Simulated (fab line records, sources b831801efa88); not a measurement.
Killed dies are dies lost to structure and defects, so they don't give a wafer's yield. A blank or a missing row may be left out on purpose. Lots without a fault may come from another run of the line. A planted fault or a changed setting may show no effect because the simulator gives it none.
Which tool did it? | flow sky130 | 10 lots, 30 wafers sampled, at 6 steps of a route of 708

WHAT THE GAUGES READ, wafer by wafer
SKY_VIA1_THK_MEAS_01.
lot  | measured     | on            | VIA1_HDPCVD_THK (nm)
L794 | day 33 04:19 | film_metro-03 | 1030 1022 1029
L796 | day 33 14:41 | film_metro-02 | 1015 1027 1020
L797 | day 33 21:58 | film_metro-02 | 1042 1034 1053
L798 | day 34 09:59 | film_metro-03 | 1022 1017 1023
L799 | day 34 16:22 | film_metro-02 | 1023 1033 1027
L807 | day 37 03:56 | film_metro-01 | 1035 1049 1036
L808 | day 37 13:30 | film_metro-02 | 1032 1029 1025
L809 | day 37 17:37 | film_metro-02 | 1028 1033 1022
L814 | day 39 07:53 | film_metro-01 | 1041 1035 1035
L815 | day 39 13:02 | film_metro-01 | 1031 1043 1029

SKY_VIA1_OVL_MEAS_13.
lot  | measured     | on         | VIA1_OVL (nm)
L794 | day 34 08:03 | overlay-01 | 3 2 7
L796 | day 34 18:02 | overlay-01 | -2 1 -2
L797 | day 35 00:53 | overlay-01 | -6 -4 -3
L798 | day 35 12:53 | overlay-01 | 8 8 5
L799 | day 35 19:42 | overlay-01 | 9 11 8
L807 | day 38 06:38 | overlay-01 | 2 9 7
L808 | day 38 15:40 | overlay-02 | 4 1 3
L809 | day 38 19:33 | overlay-02 | -5 -1 -5
L814 | day 40 08:44 | overlay-01 | -14 -10 -4
L815 | day 40 13:42 | overlay-01 | 2 8 6

SKY_VIA1_RS_MEAS_22: measures by four-point-probe.
lot  | measured     | on            | VIA1_W_RS (ohm/sq)
L794 | day 34 08:58 | film_metro-02 | 0.425 0.426 0.428
L796 | day 34 18:55 | film_metro-01 | 0.433 0.426 0.436
L797 | day 35 01:46 | film_metro-02 | 0.431 0.431 0.431
L798 | day 35 13:46 | film_metro-01 | 0.433 0.436 0.431
L799 | day 35 20:37 | film_metro-01 | 0.427 0.433 0.427
L807 | day 38 07:34 | film_metro-03 | 0.399 0.405 0.401
L808 | day 38 16:34 | film_metro-02 | 0.399 0.401 0.400
L809 | day 38 20:26 | film_metro-01 | 0.399 0.400 0.399
L814 | day 40 09:37 | film_metro-01 | 0.422 0.423 0.422
L815 | day 40 14:37 | film_metro-01 | 0.425 0.419 0.422

SKY_VIA1_THK_MEAS_23: measures by xrf.
lot  | measured     | on            | VIA1_W_THK (nm)
L794 | day 34 09:05 | film_metro-02 | 260 259 257
L796 | day 34 19:02 | film_metro-01 | 263 268 262
L797 | day 35 01:53 | film_metro-02 | 254 255 254
L798 | day 35 13:53 | film_metro-01 | 262 261 263
L799 | day 35 20:43 | film_metro-01 | 266 263 264
L807 | day 38 07:40 | film_metro-03 | 278 274 276
L808 | day 38 16:40 | film_metro-02 | 274 273 276
L809 | day 38 20:33 | film_metro-01 | 284 284 284
L814 | day 40 09:44 | film_metro-01 | 269 267 265
L815 | day 40 14:43 | film_metro-01 | 265 270 267

WHICH TOOL RAN EACH LOT (tool, then ch and the chambers of the sampled wafers, then the start)
lot  | SKY_METAL1_ETCH_18                | SKY_VIA1_CVD_21
L794 | rie_metal-02 ch 1, day 33 03:26   | cvd_w-01 ch 0, day 34 08:52
L796 | rie_metal-03 ch 0,1, day 33 13:48 | cvd_w-02 ch 0,1, day 34 18:49
L797 | rie_metal-03 ch 0,1, day 33 21:03 | cvd_w-01 ch 0,1, day 35 01:40
L798 | rie_metal-03 ch 0,1, day 34 09:08 | cvd_w-01 ch 0,1, day 35 13:40
L799 | rie_metal-04 ch 0,1, day 34 15:30 | cvd_w-02 ch 0, day 35 20:30
L807 | rie_metal-03 ch 0,1, day 37 03:04 | cvd_w-01 ch 0,1, day 38 07:27
L808 | rie_metal-03 ch 0,1, day 37 12:38 | cvd_w-01 ch 0,1, day 38 16:27
L809 | rie_metal-02 ch 1, day 37 16:36   | cvd_w-01 ch 1, day 38 20:20
L814 | rie_metal-03 ch 0,1, day 39 06:59 | cvd_w-02 ch 0,1, day 40 09:31
L815 | rie_metal-04 ch 0,1, day 39 12:10 | cvd_w-02 ch 0,1, day 40 14:30
- SKY_METAL1_ETCH_18: etches BARC in N2/H2, stops on SiO2, time 45.9 s, target depth 60 nm.
- SKY_VIA1_CVD_21: deposits W, target thk 270 nm, time 80.902 s.

WHAT THE TOOLS THEMSELVES READ (means of the sampled wafers that have a number; where no wafer has one, the mark that the record gives instead)
SKY_METAL1_ETCH_18.
lot  | tool         | drypump_motor_current_A (A) | oes_product_au (a.u.) | rf_fwd_power_W (W) | throttle_valve_pct (%)
L794 | rie_metal-02 | 6.3                         | 0.852                 | 496.2              | 13.219
L796 | rie_metal-03 | 5.1                         | 0.859                 | 496.0              | 13.219
L797 | rie_metal-03 | 5.1                         | 0.856                 | 496.0              | 13.224
L798 | rie_metal-03 | 5.1                         | 0.847                 | 495.3              | 13.230
L799 | rie_metal-04 | 6.1                         | 0.858                 | 498.0              | 13.227
L807 | rie_metal-03 | 5.3                         | 0.851                 | 493.1              | 13.228
L808 | rie_metal-03 | 5.3                         | 0.853                 | 496.2              | 13.217
L809 | rie_metal-02 | 6.3                         | 0.854                 | 496.5              | 13.230
L814 | rie_metal-03 | 5.3                         | 0.855                 | 496.1              | 13.225
L815 | rie_metal-04 | 5.8                         | 0.854                 | 494.0              | 13.230

SKY_VIA1_CVD_21.
lot  | tool     | chamber_pressure_Torr (Torr) | heater_power_outer_w (W) | heater_power_w (W)
L794 | cvd_w-01 | 40.03                        | 485                      | 825
L796 | cvd_w-02 | 40.08                        | 492                      | 831
L797 | cvd_w-01 | 39.95                        | 565                      | 945
L798 | cvd_w-01 | 39.95                        | 567                      | 960
L799 | cvd_w-02 | 40.03                        | 458                      | 814
L807 | cvd_w-01 | 46.13                        | 569                      | 941
L808 | cvd_w-01 | 46.15                        | 522                      | 901
L809 | cvd_w-01 | 46.20                        | 608                      | 1010
L814 | cvd_w-02 | 40.02                        | 508                      | 852
L815 | cvd_w-02 | 40.07                        | 527                      | 843

THE ANSWER, worked out from the rows above alone
Rule: what is usual is taken from the lots themselves. Put in order of their means at a reading, lots are off if they are a third of the lots or fewer, leave a main group of 4 or more, and stand apart from it by a gap of 3 or more times the standard deviation of the main group's means; of several such gaps the widest counts. A main group whose means are all the same, to the digits that the tables above print for the reading, isn't used. A lot without any number at a reading at which 4 lots or more have one is off too. The other lots that the step has rows for count as sound. The gauges are gone through in route order, then the tools' own readings, and for those a lot's mean is taken as printed above. The first step at which some lot is off is used, and at that step the reading that is off furthest; a lot without a number counts as furthest.
Off: L807, L808, L809, at SKY_VIA1_RS_MEAS_22 (VIA1_W_RS). The main group: mean 0.428 ohm/sq, standard deviation 0.0042.
A tool fits if, at a process step before that reading, it ran every lot that is off, and no sound lot after the first of them. The gauges at SKY_VIA1_RS_MEAS_22 aren't tried: what is off there is off at SKY_VIA1_CVD_21 too, on other tools, and a gauge's error can't cause that. One fits: cvd_w-01 at SKY_VIA1_CVD_21. Its last sound lot is L798 (day 35 13:40), its first lot that is off L807 (day 38 07:27): a fault that began between those two fits.
The tool's own readings at SKY_VIA1_CVD_21 bear it out: on the lots that are off they differ by more than 5 times the standard deviation of the sound lots' means. chamber_pressure_Torr reads 46.16 Torr there against 40.02 Torr on the sound lots.

WHAT THE SIMULATOR HAD PUT IN
Process parameter drift: cvd_w-01, from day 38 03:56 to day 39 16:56, at SKY_VIA1_CVD_21. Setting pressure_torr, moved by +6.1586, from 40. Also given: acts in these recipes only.
Lots struck among those shown: L807, L808, L809. The rule above found the same.
